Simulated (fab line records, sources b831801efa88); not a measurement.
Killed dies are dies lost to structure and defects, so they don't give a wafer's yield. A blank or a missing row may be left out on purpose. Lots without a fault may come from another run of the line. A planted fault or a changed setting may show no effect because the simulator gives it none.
A struck lot beside a sound one | flow sky130 | 17 steps out of a route of 708
Sound: wafers L301.1, L301.2, L301.5. Struck: wafer L311.3. (L311.2, L311.5 of the same lot were not struck and are left out.) The cause comes at the end.
At each step with rows: each side's tool, then ch and its chambers, then its first start. Under that, the readings that differ: sound wafers | struck wafers | difference of the means | sigmas: that difference in standard deviations of wafers without a fault.
alike: readings whose means differ by less than 2 such deviations, and words and numbers that are the same on both sides. not compared: withheld readings, readings that some wafer has no value for, bounds like >300 that may hide the same value, and numbers for which the record gives no deviation and whose values overlap.
The two part at a step that has a row with sigmas, a row that says differs or no value, or rows on one side only. Numbers that don't overlap but have no deviation are shown without sigmas and don't part them. A reading that every wafer of one side lacks parts them only if that side has two wafers or more.

SKY_POLY_GATE_THK_MEAS_04:
  sound on film_metro-03, day 16 12:16; struck on film_metro-01, day 20 05:00
  alike: POLY_GATE_CVD_03_THK
then, 8 steps without rows for these wafers: SKY_POLY_GATE_DEHYDRATE_05 (time 60 s); SKY_POLY_GATE_HMDS_06 (prime time 60 s); SKY_POLY_GATE_COAT_07 (resist thk 110 nm); SKY_POLY_GATE_COAT_08 (resist thk 450 nm); SKY_POLY_GATE_SOFTBAKE_09 (time 90 s); SKY_POLY_GATE_EXPOSE_10 (exposes mask P1M, target cd 150 nm); SKY_POLY_GATE_PEB_11; SKY_POLY_GATE_DEVELOP_12 (develop time 60 s).
SKY_POLY_GATE_CD_MEAS_13: target cd 150 nm.
  sound on cd_sem-01, day 17 17:20; struck on cd_sem-02, day 21 12:30
  reading    | sound             | struck | difference | sigmas
  cd_nm (nm) | 146.2 146.8 146.6 | 153.0  | +6.5       | +4
SKY_POLY_GATE_OVL_MEAS_14:
  sound on overlay-02, day 17 17:27; struck on overlay-02, day 21 12:36
  alike: POLY_GATE_OVL
SKY_POLY_GATE_ETCH_15: etches BARC in N2/H2, stops on SiO2, time 118.5 s, target depth 110 nm.
  sound on rie_diel-04 ch 1,3, day 17 17:29; struck on rie_diel-01 ch 0, day 21 12:38
  alike: bias_w, drypump_motor_current_A, h2_flow_sccm, oes_product_au, throttle_valve_pct
  not compared: rf_hours_counter_h
SKY_POLY_GATE_ETCH_16: etches Si3N4 in CH3F/O2, stops on poly-Si, time 147.5 s, target depth 75 nm.
  sound on rie_diel-04 ch 1,3, day 17 17:34; struck on rie_diel-01 ch 0, day 21 12:43
  reading                                          | sound             | struck | difference | sigmas
  bias_w (W)                                       | 80.04 80.03 79.98 | 116.97 | +36.95     | +99 or more
  model.KrF-thick_of_POLY_GATE_COAT_08.thk_nm (nm) | 232.7 234 233.7   | 216.6  | -16.9      |
  model.poly-Si_of_POLY_GATE_CVD_00.thk_nm (nm)    | 179.1 181 180.8   | 176.4  | -3.9       |
  alike: drypump_motor_current_A, oes_product_au, throttle_valve_pct
  not compared: rf_hours_counter_h
SKY_POLY_GATE_ETCH_17: etches poly-Si in HBr/Cl2, stops on SiO2, target depth 180 nm, time 70.5 s.
  sound on rie_si-01 ch 1,2, day 17 17:40; struck on rie_si-02 ch 0, day 21 12:49
  reading                                          | sound           | struck | difference | sigmas
  model.KrF-thick_of_POLY_GATE_COAT_08.thk_nm (nm) | 138 141.6 140.3 | 122.1  | -17.9      |
  alike: bias_w, drypump_motor_current_A, oes_product_au, throttle_valve_pct
  not compared: rf_hours_counter_h
SKY_POLY_GATE_STRIP_18: strips in O2/N2.
  sound on plasma_asher-03 ch 0,1, day 17 17:43; struck on plasma_asher-01 ch 0, day 21 12:52
  reading                      | sound          | struck | difference | sigmas
  strip_time_to_endpoint_s (s) | 3.14 3.18 3.18 | 2.96   | -0.21      | -5
  alike: drypump_motor_current_A, oes_product_au
  not compared: rf_hours_counter_h
then, 1 step without rows for these wafers: SKY_POLY_GATE_CLEAN_19 (cleans in SC1/SC2, time 150 s).
-- the record jumps here: 28 days lie between the struck wafers' starts before and after (it left off in module POLY_GATE and takes up again in module PAD_OPEN, whose first step shown is number 708 of the route) --
SKY_PAD_OPEN_PROBE_99:
  sound on prober-01, day 46 14:28; struck on prober-01, day 49 04:02
  reading             | sound    | struck | difference | sigmas
  killed_at_front_end | 25 20 14 | 9      | -11        | -2
  alike: killed_at_M0_to_M3, killed_at_M4_up, killed_at_contacts, killed_at_other, killed_dies, killed_open, killed_short

WHERE THEY PART
First at SKY_POLY_GATE_CD_MEAS_13; last, within this record, at SKY_PAD_OPEN_PROBE_99.

WHY: what the simulator had put in
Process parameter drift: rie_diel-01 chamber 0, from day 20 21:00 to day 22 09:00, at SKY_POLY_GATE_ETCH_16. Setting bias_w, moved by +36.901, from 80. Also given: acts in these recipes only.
